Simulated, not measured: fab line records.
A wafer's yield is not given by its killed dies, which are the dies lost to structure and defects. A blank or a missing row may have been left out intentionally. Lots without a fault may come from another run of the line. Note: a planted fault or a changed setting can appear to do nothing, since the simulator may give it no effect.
fab line records + flow sfq_line
[record]
- lots = 6
- wafers = 18
- last_day = 92
route steps=325 shown I1@81 M2@88
lots that met no fault: from a run of the same line without faults
start_h: the number of hours between the record's first day and the start of the first shown wafer of the lot + wait_h: how many hours have passed since the lot's step before this one + " repeats the value in the row above + L1.1+2: one row covering several wafers at once + - no value, or no start given + * or withheld: withheld + < > ~ a bound
route shown NAME@n: names a module that has steps shown in the file, with the first one's number in the route + usual: the fault-free wafers' mean and standard deviation + same: alike in all rows + chamber/n: place in a boat + sites: per-site readings + _std_site: standard deviation of those values + _edge_site: the outer-site mean with the inner-site mean subtracted + radius_mm: how far each site lies from the wafer's centre + mask NAME#n: copy n + behind: the last tool/chamber to shape the wafer + hold: cause of the lot's hold/its duration in hours/its outcome + device: which transistor (n, p or np) failed to switch + end of line: tests of these same wafers at the route's end + where a step has no rows: the recipe by itself + killed: not the wafer's yield, but the dies lost to structure and defects at the first sort + map: shows each die of a wafer: x if killed, . if not, _ if none is there
set.NAME: the run value of the setting; set.NAME@STEP: its run value at that earlier step + model.NAME: the simulator's own value behind a step, which no gauge read
lots at selected steps of the route; one table per step, one row per wafer
services: from which hour (start_h, from the record's first day; less than 0 if before it) a tool's chamber was out of use, for how many hours, and why
[[steps]]
[step SFQ_TRILAYER_I1_VIA_LITHO_PEB_052]
[recipe]
- peb_temp_c = 115
- peb_time_s = 60
- resist = KrF
[step SFQ_TRILAYER_I1_VIA_LITHO_DEVELOP_051]
[recipe]
- time_s = 60
- resist = KrF
[step SFQ_I1_OVL_MEAS_913]
[usual]
- I1_OVL = 2/4.7
| lot.wafer | tool       | chamber | start_h | wait_h | I1_OVL[nm] |
|-----------|------------|---------|---------|--------|------------|
| L243.3    | overlay-02 | -       | 735.38  | 0.1    | 3          |
| L243.5    | "          | -       | "       | "      | 9          |
| L243.6    | "          | -       | "       | "      | 5          |
| L255.1    | overlay-02 | -       | 803.87  | 0.1    | 1          |
| L255.3    | "          | -       | "       | "      | 2          |
| L255.5    | "          | -       | "       | "      | 2          |
| L256.3    | overlay-02 | -       | 809.88  | 0.1    | 7          |
| L256.4    | "          | -       | "       | "      | 6          |
| L256.5    | "          | -       | "       | "      | 7          |
| L260.2    | overlay-01 | -       | 865.23  | 0.1    | 3          |
| L260.3    | "          | -       | "       | "      | 2          |
| L260.6    | "          | -       | "       | "      | 1          |
| L261.1    | overlay-01 | -       | 870.02  | 0.1    | -4         |
| L261.3    | "          | -       | "       | "      | -1         |
| L261.5    | "          | -       | "       | "      | -1         |
| L263.2    | overlay-02 | -       | 883.36  | 0.1    | 2          |
| L263.3    | "          | -       | "       | "      | -1         |
| L263.4    | "          | -       | "       | "      | 1          |
[step SFQ_TRILAYER_I1_VIA_BARC_OPEN_VIA_ETCH_071]
[recipe]
- mask_material = PR
- chemistry = O2
- target_depth_nm = 125
- target = BARC
- source_w = 500
- bias_w = 80
- pressure_mtorr = 30
- time_s = 41.7
[usual]
- chamber_pressure_mTorr = 29.995/0.028
- drypump_motor_current_A = 6.0/0.4
- oes_product_au = 0.685/0.0045
[same]
- time_s = 41.7
| lot.wafer | tool        | chamber | start_h | wait_h | chamber_pressure_mTorr | drypump_motor_current_A | oes_product_au | rf_hours_counter_h |
|-----------|-------------|---------|---------|--------|------------------------|-------------------------|----------------|--------------------|
| L243.3    | rie_diel-02 | 2       | 735.41  | 0.0    | 29.998                 | 6.3                     | 0.686          | 1                  |
| L243.5    | "           | 0       | "       | "      | 30.005                 | 6.1                     | 0.686          | -                  |
| L243.6    | "           | 3       | "       | "      | 29.961                 | 6.3                     | 0.683          | -                  |
| L255.1    | rie_diel-02 | 2       | 803.91  | 0.0    | 30.011                 | 6.4                     | 0.696          | 2                  |
| L255.3    | "           | 1       | "       | "      | 29.988                 | 5.0                     | 0.687          | 7                  |
| L255.5    | "           | 0       | "       | "      | 30.012                 | 6.0                     | 0.689          | -                  |
| L256.3    | rie_diel-02 | 0       | 809.91  | 0.0    | 29.979                 | 6.1                     | 0.687          | 4                  |
| L256.4    | "           | 2       | "       | "      | 29.949                 | 6.3                     | 0.696          | 2                  |
| L256.5    | "           | 1       | "       | "      | 30.003                 | 5.0                     | 0.683          | -                  |
| L260.2    | rie_diel-03 | 2       | 865.26  | 0.0    | 30.013                 | 6.4                     | 0.682          | 4                  |
| L260.3    | "           | 0       | "       | "      | 29.983                 | 5.7                     | 0.686          | 12                 |
| L260.6    | "           | 3       | "       | "      | 30.027                 | 6.3                     | 0.684          | -                  |
| L261.1    | rie_diel-01 | 1       | 870.06  | 0.0    | 30.006                 | 6.3                     | 0.679          | 1                  |
| L261.3    | "           | 0       | "       | "      | 30.010                 | 5.7                     | 0.688          | 2                  |
| L261.5    | "           | 3       | "       | "      | 30.000                 | 5.6                     | 0.692          | -                  |
| L263.2    | rie_diel-03 | 2       | 883.39  | 0.0    | 29.983                 | 6.3                     | 0.689          | 4                  |
| L263.3    | "           | 1       | "       | "      | 30.002                 | 6.2                     | 0.681          | 9                  |
| L263.4    | "           | 3       | "       | "      | 29.974                 | 6.3                     | 0.687          | 5                  |
[step SFQ_TRILAYER_I1_VIA_ETCH_VIA_ETCH_052]
[recipe]
- target = SiO2
- stop_on = Nb
- mask_material = PR
- taper_deg = 20
- chemistry = CHF3
- target_depth_nm = 260
- source_w = 480.9
- bias_w = 80
- pressure_mtorr = 30
- time_s = withheld
[usual]
- chamber_pressure_mTorr = 30.002/0.025
- drypump_motor_current_A = 6.0/0.4
- oes_product_au = 0.853/0.0051
| lot.wafer | tool        | chamber | start_h | wait_h | chamber_pressure_mTorr | drypump_motor_current_A | oes_product_au |
|-----------|-------------|---------|---------|--------|------------------------|-------------------------|----------------|
| L243.3    | rie_diel-02 | 2       | 735.45  | 0.0    | 29.991                 | 6.4                     | 0.853          |
| L243.5    | "           | 0       | "       | "      | 30.028                 | 6.0                     | 0.854          |
| L243.6    | "           | 3       | "       | "      | 30.026                 | 6.3                     | 0.858          |
| L255.1    | rie_diel-02 | 2       | 803.95  | 0.0    | 30.031                 | 6.4                     | 0.859          |
| L255.3    | "           | 1       | "       | "      | 30.050                 | 4.9                     | 0.856          |
| L255.5    | "           | 0       | "       | "      | 30.002                 | 6.1                     | 0.855          |
| L256.3    | rie_diel-02 | 0       | 809.95  | 0.0    | 29.981                 | 6.0                     | 0.858          |
| L256.4    | "           | 2       | "       | "      | 29.976                 | 6.4                     | 0.844          |
| L256.5    | "           | 1       | "       | "      | 30.009                 | 5.0                     | 0.845          |
| L260.2    | rie_diel-03 | 2       | 865.30  | 0.0    | 30.035                 | 6.3                     | 0.855          |
| L260.3    | "           | 0       | "       | "      | 29.983                 | 5.7                     | 0.859          |
| L260.6    | "           | 3       | "       | "      | 30.020                 | 6.2                     | 0.859          |
| L261.1    | rie_diel-01 | 1       | 870.10  | 0.0    | 30.004                 | 6.3                     | 0.849          |
| L261.3    | "           | 0       | "       | "      | 30.027                 | 5.6                     | 0.847          |
| L261.5    | "           | 3       | "       | "      | 30.033                 | 5.6                     | 0.856          |
| L263.2    | rie_diel-03 | 2       | 883.43  | 0.0    | 29.999                 | 6.3                     | 0.856          |
| L263.3    | "           | 1       | "       | "      | 29.929                 | 6.2                     | 0.853          |
| L263.4    | "           | 3       | "       | "      | 29.998                 | 6.2                     | 0.857          |
[step SFQ_TRILAYER_I1_VIA_STRIP_STRIP_053]
[recipe]
- gas = O2
- power_w = 200
- platen_temp_c = 40
- overash_fraction = 0.65
- chemistry = O2
- pressure_mtorr = 50
[usual]
- chamber_pressure_mTorr = 50.00/0.049
- drypump_motor_current_A = 5.8/0.47
- oes_product_au = 0.999/0.0089
- platen_temp_c = 39.99/0.12
| lot.wafer | tool         | chamber | start_h | wait_h | chamber_pressure_mTorr | drypump_motor_current_A | oes_product_au | platen_temp_c | rf_hours_counter_h |
|-----------|--------------|---------|---------|--------|------------------------|-------------------------|----------------|---------------|--------------------|
| L243.3    | rie_metal-02 | 1       | 735.76  | -      | 49.93                  | 5.4                     | 0.983          | 40.01         | -                  |
| L243.5    | "            | 0       | "       | "      | 50.00                  | 5.1                     | 0.989          | 40.18         | -                  |
| L243.6    | "            | 1       | "       | "      | 49.90                  | 5.4                     | 0.978          | 40.07         | -                  |
| L255.1    | rie_metal-02 | 1       | 804.06  | -      | 49.94                  | 5.4                     | 0.997          | 40.01         | 34                 |
| L255.3    | "            | 1       | "       | "      | 49.91                  | 5.4                     | 0.990          | 39.83         | -                  |
| L255.5    | "            | 1       | "       | "      | 50.00                  | 5.4                     | 0.990          | 40.04         | -                  |
| L256.3    | rie_metal-01 | 0       | 810.26  | -      | 49.92                  | 6.1                     | 1.003          | 39.98         | -                  |
| L256.4    | "            | 1       | "       | "      | 50.02                  | 6.0                     | 1.009          | 40.17         | -                  |
| L256.5    | "            | 0       | "       | "      | 50.04                  | 6.1                     | 1.008          | 40.01         | -                  |
| L260.2    | rie_metal-03 | 0       | 865.41  | -      | 50.02                  | 6.0                     | 1.005          | 39.89         | 131                |
| L260.3    | "            | 0       | "       | "      | 50.01                  | 6.0                     | 1.021          | 39.83         | -                  |
| L260.6    | "            | 0       | "       | "      | 50.03                  | 6.0                     | 1.010          | 39.99         | -                  |
| L261.1    | rie_metal-03 | 1       | 870.21  | -      | 49.98                  | 6.4                     | 0.997          | 39.97         | 87                 |
| L261.3    | "            | 1       | "       | "      | 49.95                  | 6.4                     | 0.995          | 39.99         | -                  |
| L261.5    | "            | 0       | "       | "      | 49.93                  | 6.0                     | 1.007          | 39.90         | -                  |
| L263.2    | rie_metal-02 | 1       | 883.54  | -      | 50.02                  | 5.4                     | 0.998          | 40.14         | 46                 |
| L263.3    | "            | 1       | "       | "      | 49.93                  | 5.4                     | 0.996          | 40.05         | -                  |
| L263.4    | "            | 0       | "       | "      | 50.01                  | 5.1                     | 0.999          | 39.94         | -                  |
[step SFQ_TRILAYER_I1_VIA_STRIP_SOLV_CLEAN_054]
[recipe]
- chemistry = NMP
- temp_c = 70
- time_s = 600
[step SFQ_TRILAYER_M2_DEP_PRE_CLEAN_056]
[recipe]
- gas = Ar
- time_s = 22.5
- bias_v = 250
[step SFQ_TRILAYER_M2_DEP_SPUTTER_055]
[recipe]
- material = Nb
- base_pressure_pa = 1.33e-06
- chamber_pressure_pa = 0.1333
- substrate_temp_c = 20
- resputter_cathode_voltage_v = 400
- target_thk_nm = 200
- power_w = 2000
- time_s = 133.3
[usual]
- throttle_valve_pct = 30.3/1.2
[same]
- time_s = 133.3
| lot.wafer | tool           | chamber | start_h | wait_h | throttle_valve_pct |
|-----------|----------------|---------|---------|--------|--------------------|
| L243.3    | pvd_sputter-06 | -       | 736.37  | 0.0    | 32.7               |
| L243.5    | "              | -       | "       | "      | 32.4               |
| L243.6    | "              | -       | "       | "      | 29.6               |
| L255.1    | pvd_sputter-05 | -       | 804.86  | 0.0    | 30.0               |
| L255.3    | "              | -       | "       | "      | 30.4               |
| L255.5    | "              | -       | "       | "      | 31.3               |
| L256.3    | pvd_sputter-05 | -       | 810.86  | 0.0    | 29.9               |
| L256.4    | "              | -       | "       | "      | 30.5               |
| L256.5    | "              | -       | "       | "      | 29.9               |
| L260.2    | pvd_sputter-04 | -       | 866.22  | 0.0    | 32.5               |
| L260.3    | "              | -       | "       | "      | 28.9               |
| L260.6    | "              | -       | "       | "      | 28.6               |
| L261.1    | pvd_sputter-06 | -       | 871.02  | 0.0    | 29.8               |
| L261.3    | "              | -       | "       | "      | 30.4               |
| L261.5    | "              | -       | "       | "      | 30.2               |
| L263.2    | pvd_sputter-06 | -       | 884.34  | 0.0    | 30.7               |
| L263.3    | "              | -       | "       | "      | 30.5               |
| L263.4    | "              | -       | "       | "      | 32.7               |
[step SFQ_M2_RS_MEAS_914]
[recipe]
- thk_meas_gauge = four-point-probe
- reads = Nb_of_TRILAYER_M2_DEP_SPUTTER_055
[usual]
- M2_NB_RS = 0.892/0.0092
| lot.wafer | tool          | chamber | start_h | wait_h | M2_NB_RS[ohm/sq] |
|-----------|---------------|---------|---------|--------|------------------|
| L243.3    | film_metro-03 | -       | 736.50  | 0.1    | 0.889            |
| L243.5    | "             | -       | "       | "      | 0.895            |
| L243.6    | "             | -       | "       | "      | 0.891            |
| L255.1    | film_metro-02 | -       | 804.95  | 0.0    | 0.892            |
| L255.3    | "             | -       | "       | "      | 0.892            |
| L255.5    | "             | -       | "       | "      | 0.891            |
| L256.3    | film_metro-04 | -       | 810.99  | 0.1    | 0.902            |
| L256.4    | "             | -       | "       | "      | 0.898            |
| L256.5    | "             | -       | "       | "      | 0.897            |
| L260.2    | film_metro-04 | -       | 866.33  | 0.1    | 0.888            |
| L260.3    | "             | -       | "       | "      | 0.892            |
| L260.6    | "             | -       | "       | "      | 0.889            |
| L261.1    | film_metro-04 | -       | 871.11  | 0.0    | 0.892            |
| L261.3    | "             | -       | "       | "      | 0.880            |
| L261.5    | "             | -       | "       | "      | 0.884            |
| L263.2    | film_metro-04 | -       | 884.45  | 0.1    | 0.903            |
| L263.3    | "             | -       | "       | "      | 0.877            |
| L263.4    | "             | -       | "       | "      | 0.888            |
[step SFQ_TRILAYER_M2_LITHO_COAT_062]
[recipe]
- resist = BARC
- spin_rpm = 3000
- resist_thk_nm = 62
[step SFQ_TRILAYER_M2_LITHO_COAT_057]
[recipe]
- resist = KrF
- spin_rpm = 3000
- resist_thk_nm = 600
| lot.wafer | tool           | chamber | start_h | wait_h | model.KrF_of_TRILAYER_M2_LITHO_COAT_057.thk_nm |
|-----------|----------------|---------|---------|--------|------------------------------------------------|
| L243.3    | litho_track-01 | 0       | 737.04  | 0.2    | 597.6                                          |
| L243.5    | "              | 0       | "       | "      | 599.1                                          |
| L243.6    | "              | 0       | "       | "      | 598.7                                          |
| L255.1    | litho_track-02 | 0       | 805.43  | 0.2    | 590                                            |
| L255.3    | "              | 0       | "       | "      | 591                                            |
| L255.5    | "              | 0       | "       | "      | 591.7                                          |
| L256.3    | litho_track-02 | 0       | 811.53  | 0.2    | 588.7                                          |
| L256.4    | "              | 0       | "       | "      | 587.7                                          |
| L256.5    | "              | 0       | "       | "      | 586.5                                          |
| L260.2    | litho_track-01 | 0       | 866.84  | 0.2    | 602.5                                          |
| L260.3    | "              | 0       | "       | "      | 602.7                                          |
| L260.6    | "              | 0       | "       | "      | 600.9                                          |
| L261.1    | litho_track-04 | 0       | 871.59  | 0.2    | 602.3                                          |
| L261.3    | "              | 0       | "       | "      | 600.8                                          |
| L261.5    | "              | 0       | "       | "      | 601.9                                          |
| L263.2    | litho_track-02 | 0       | 884.96  | 0.2    | 602.7                                          |
| L263.3    | "              | 0       | "       | "      | 604.2                                          |
| L263.4    | "              | 0       | "       | "      | 602.5                                          |
[step SFQ_TRILAYER_M2_LITHO_SOFTBAKE_061]
[recipe]
- temp_c = withheld
- time_s = withheld
- resist = KrF
[step SFQ_TRILAYER_M2_LITHO_EXPOSE_058]
[recipe]
- mask_id = M2
- na = 0.6
- source_shape = conventional
- sigma_outer = 0.65
- target_cd_nm = 500
- dose_mj = 14.4
[step SFQ_TRILAYER_M2_LITHO_PEB_060]
[recipe]
- peb_temp_c = 115
- peb_time_s = 60
- resist = KrF
[step SFQ_TRILAYER_M2_LITHO_DEVELOP_059]
[recipe]
- time_s = 60
- resist = KrF
[step SFQ_M2_OVL_MEAS_916]
[usual]
- M2_OVL = -4/6
| lot.wafer | tool       | chamber | start_h | wait_h | M2_OVL[nm] |
|-----------|------------|---------|---------|--------|------------|
| L243.3    | overlay-02 | -       | 864.04  | 0.1    | 3          |
| L243.5    | "          | -       | "       | "      | -7         |
| L243.6    | "          | -       | "       | "      | -6         |
| L255.1    | overlay-01 | -       | 939.70  | 0.1    | 8          |
| L255.3    | "          | -       | "       | "      | 9          |
| L255.5    | "          | -       | "       | "      | 6          |
| L256.3    | overlay-01 | -       | 943.31  | 0.1    | -9         |
| L256.4    | "          | -       | "       | "      | -8         |
| L256.5    | "          | -       | "       | "      | -8         |
| L260.2    | overlay-02 | -       | 993.83  | 0.1    | -13        |
| L260.3    | "          | -       | "       | "      | -9         |
| L260.6    | "          | -       | "       | "      | -8         |
| L261.1    | overlay-02 | -       | 999.82  | 0.1    | -16        |
| L261.3    | "          | -       | "       | "      | -12        |
| L261.5    | "          | -       | "       | "      | -18        |
| L263.2    | overlay-02 | -       | 1014.23 | 0.1    | -1         |
| L263.3    | "          | -       | "       | "      | -6         |
| L263.4    | "          | -       | "       | "      | -5         |
[step SFQ_TRILAYER_M2_BARC_OPEN_METAL_ETCH_077]
[recipe]
- mask_material = PR
- chemistry = O2
- target_depth_nm = 125
- target = BARC
- icp_w = 600
- bias_w = 80
- pressure_mtorr = 10
- time_s = 41.7
[step SFQ_TRILAYER_M2_ETCH_METAL_ETCH_060]
[recipe]
- target = Nb
- stop_on = SiO2
- mask_material = PR
- chemistry = Cl2/Ar
- target_depth_nm = 240
- icp_w = 600
- bias_w = 80
- pressure_mtorr = 10
- time_s = 120
[usual]
- chamber_pressure_mTorr = 10.000/0.0086
- drypump_motor_current_A = 5.7/0.38
- oes_product_au = 0.893/0.0071
[same]
- time_s = 120
| lot.wafer | tool         | chamber | start_h | wait_h | chamber_pressure_mTorr | drypump_motor_current_A | oes_product_au | rf_hours_counter_h | model.KrF_of_TRILAYER_M2_LITHO_COAT_057.thk_nm |
|-----------|--------------|---------|---------|--------|------------------------|-------------------------|----------------|--------------------|------------------------------------------------|
| L243.3    | rie_metal-01 | 1       | 864.16  | 0.1    | 10.003                 | 6.0                     | 0.903          | -                  | 377.4                                          |
| L243.5    | "            | 0       | "       | "      | 10.000                 | 6.1                     | 0.895          | -                  | 381.1                                          |
| L243.6    | "            | 1       | "       | "      | 10.014                 | 6.0                     | 0.899          | -                  | 380.6                                          |
| L255.1    | rie_metal-01 | 0       | 939.79  | 0.0    | 10.005                 | 6.1                     | 0.890          | 98                 | 371.3                                          |
| L255.3    | "            | 0       | "       | "      | 9.999                  | 6.1                     | 0.896          | -                  | 371.9                                          |
| L255.5    | "            | 0       | "       | "      | 9.997                  | 6.1                     | 0.898          | -                  | 373.2                                          |
| L256.3    | rie_metal-02 | 1       | 943.43  | 0.1    | 9.994                  | 5.4                     | 0.885          | -                  | 375.5                                          |
| L256.4    | "            | 0       | "       | "      | 10.012                 | 5.1                     | 0.887          | -                  | 373                                            |
| L256.5    | "            | 0       | "       | "      | 9.992                  | 5.1                     | 0.882          | -                  | 372                                            |
| L260.2    | rie_metal-04 | 0       | 993.92  | 0.0    | 9.993                  | 5.8                     | 0.896          | 130                | 385.3                                          |
| L260.3    | "            | 0       | "       | "      | 9.985                  | 5.8                     | 0.887          | -                  | 383.9                                          |
| L260.6    | "            | 1       | "       | "      | 10.007                 | 6.0                     | 0.896          | -                  | 390.2                                          |
| L261.1    | rie_metal-01 | 0       | 999.92  | 0.0    | 9.999                  | 6.1                     | 0.891          | 105                | 384.4                                          |
| L261.3    | "            | 1       | "       | "      | 9.997                  | 6.0                     | 0.904          | -                  | 379.8                                          |
| L261.5    | "            | 1       | "       | "      | 10.006                 | 6.0                     | 0.897          | -                  | 380.9                                          |
| L263.2    | rie_metal-01 | 1       | 1014.32 | 0.0    | 10.011                 | 6.0                     | 0.887          | 34                 | 382.6                                          |
| L263.3    | "            | 1       | "       | "      | 10.007                 | 6.0                     | 0.894          | -                  | 384.4                                          |
| L263.4    | "            | 0       | "       | "      | 9.991                  | 6.1                     | 0.888          | -                  | 386.1                                          |
[step SFQ_TRILAYER_M2_STRIP_STRIP_061]
[recipe]
- gas = O2
- power_w = 200
- platen_temp_c = 40
- overash_fraction = 0.65
- chemistry = O2
- pressure_mtorr = 50
[usual]
- chamber_pressure_mTorr = 50.00/0.046
- drypump_motor_current_A = 5.7/0.38
- oes_product_au = 0.996/0.0085
- platen_temp_c = 39.99/0.12
| lot.wafer | tool         | chamber | start_h | wait_h | chamber_pressure_mTorr | drypump_motor_current_A | oes_product_au | platen_temp_c | rf_hours_counter_h |
|-----------|--------------|---------|---------|--------|------------------------|-------------------------|----------------|---------------|--------------------|
| L243.3    | rie_metal-01 | 1       | 864.45  | 0.2    | 50.01                  | 6.0                     | 1.006          | 40.09         | -                  |
| L243.5    | "            | 0       | "       | "      | 49.90                  | 6.1                     | 0.999          | 40.09         | -                  |
| L243.6    | "            | 1       | "       | "      | 50.07                  | 6.0                     | 1.006          | 40.02         | -                  |
| L255.1    | rie_metal-01 | 0       | 939.92  | 0.1    | 50.02                  | 6.1                     | 0.998          | 39.87         | 98                 |
| L255.3    | "            | 0       | "       | "      | 50.03                  | 6.1                     | 1.000          | 40.00         | -                  |
| L255.5    | "            | 0       | "       | "      | 50.08                  | 6.1                     | 0.998          | 39.76         | -                  |
| L256.3    | rie_metal-02 | 1       | 943.72  | 0.2    | 50.06                  | 5.3                     | 0.982          | 40.09         | -                  |
| L256.4    | "            | 0       | "       | "      | 49.96                  | 5.1                     | 0.984          | 39.99         | -                  |
| L256.5    | "            | 0       | "       | "      | 50.10                  | 5.0                     | 0.995          | 40.09         | -                  |
| L260.2    | rie_metal-04 | 0       | 994.04  | 0.1    | 50.01                  | 5.8                     | 1.004          | 40.00         | 130                |
| L260.3    | "            | 0       | "       | "      | 50.01                  | 5.8                     | 1.007          | 39.91         | -                  |
| L260.6    | "            | 1       | "       | "      | 50.02                  | 6.0                     | 0.998          | 40.07         | -                  |
| L261.1    | rie_metal-01 | 0       | 1000.04 | 0.1    | 50.05                  | 6.1                     | 0.981          | 40.24         | 106                |
| L261.3    | "            | 1       | "       | "      | 50.06                  | 6.0                     | 1.001          | 39.80         | -                  |
| L261.5    | "            | 1       | "       | "      | 50.02                  | 6.0                     | 0.988          | 39.93         | -                  |
| L263.2    | rie_metal-01 | 1       | 1014.44 | 0.1    | 50.04                  | 6.0                     | 1.003          | 39.94         | 34                 |
| L263.3    | "            | 1       | "       | "      | 49.97                  | 6.0                     | 1.010          | 39.99         | -                  |
| L263.4    | "            | 0       | "       | "      | 50.02                  | 6.1                     | 0.992          | 40.00         | -                  |
[[services]]
| tool           | chamber | start_h | hours | kind   |
|----------------|---------|---------|-------|--------|
| rie_diel-01    | -       | 721.82  | 1.3   | repair |
| rie_diel-01    | -       | 721.86  | 1.1   | repair |
| rie_metal-03   | -       | 725.20  | 2.8   | pm     |
| rie_diel-03    | 1       | 738.97  | 13.0  | repair |
| rie_metal-03   | -       | 739.99  | 1.6   | repair |
| rie_diel-03    | 3       | 743.19  | 6.0   | repair |
| pvd_sputter-06 | -       | 764.70  | 2.1   | repair |
| rie_diel-01    | 3       | 766.40  | 5.6   | repair |
| rie_diel-02    | -       | 777.66  | 0.9   | repair |
| rie_diel-03    | 2       | 795.70  | 7.8   | repair |
| rie_diel-03    | -       | 817.70  | 2.8   | pm     |
| pvd_sputter-05 | -       | 826.53  | 4.0   | repair |
| rie_diel-03    | 1       | 831.79  | 3.7   | repair |
| rie_metal-04   | 1       | 858.16  | 13.8  | repair |
| rie_metal-01   | -       | 869.98  | 1.7   | repair |
| rie_diel-03    | 0       | 877.21  | 1.6   | repair |
| pvd_sputter-05 | -       | 893.11  | 3.8   | repair |
| rie_metal-04   | -       | 900.07  | 14.6  | pm     |
| rie_diel-02    | -       | 907.18  | 2.8   | pm     |
| rie_diel-01    | 1       | 907.98  | 7.9   | repair |
| rie_diel-02    | 2       | 912.21  | 5.0   | repair |
| rie_diel-03    | -       | 928.16  | 1.0   | repair |
| rie_diel-02    | 3       | 929.02  | 2.6   | repair |
| rie_metal-01   | -       | 988.25  | 0.2   | repair |
[[key]]
first_sign none at tools or gauges
[model_effect]
- step = SFQ_TRILAYER_M2_LITHO_COAT_057
- value = KrF_of_TRILAYER_M2_LITHO_COAT_057.thk_nm
- without = 602
- struck = 589.3
[model_effect]
- step = SFQ_TRILAYER_M2_ETCH_METAL_ETCH_060
- value = KrF_of_TRILAYER_M2_LITHO_COAT_057.thk_nm
- without = 385.5
- struck = 372.8
met_at SFQ_TRILAYER_M2_LITHO_COAT_057
struck_wafers L255.1,L255.3,L255.5,L256.3,L256.4,L256.5
also_fits SFQ_TRILAYER_I1_VIA_BARC_OPEN_VIA_ETCH_071:rie_diel-02,SFQ_TRILAYER_I1_VIA_ETCH_VIA_ETCH_052:rie_diel-02,SFQ_TRILAYER_M2_DEP_SPUTTER_055:pvd_sputter-05
[fault]
- kind = process_parameter_drift
- tool = litho_track-02
- chamber = -
- onset_h = 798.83
- steps = SFQ_TRILAYER_M2_LITHO_COAT_057
- channel = resist_thk_nm
- offset = -12.673
- shape = step
- end_h = 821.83
- acts_in = these_recipes_only
- stated = 600
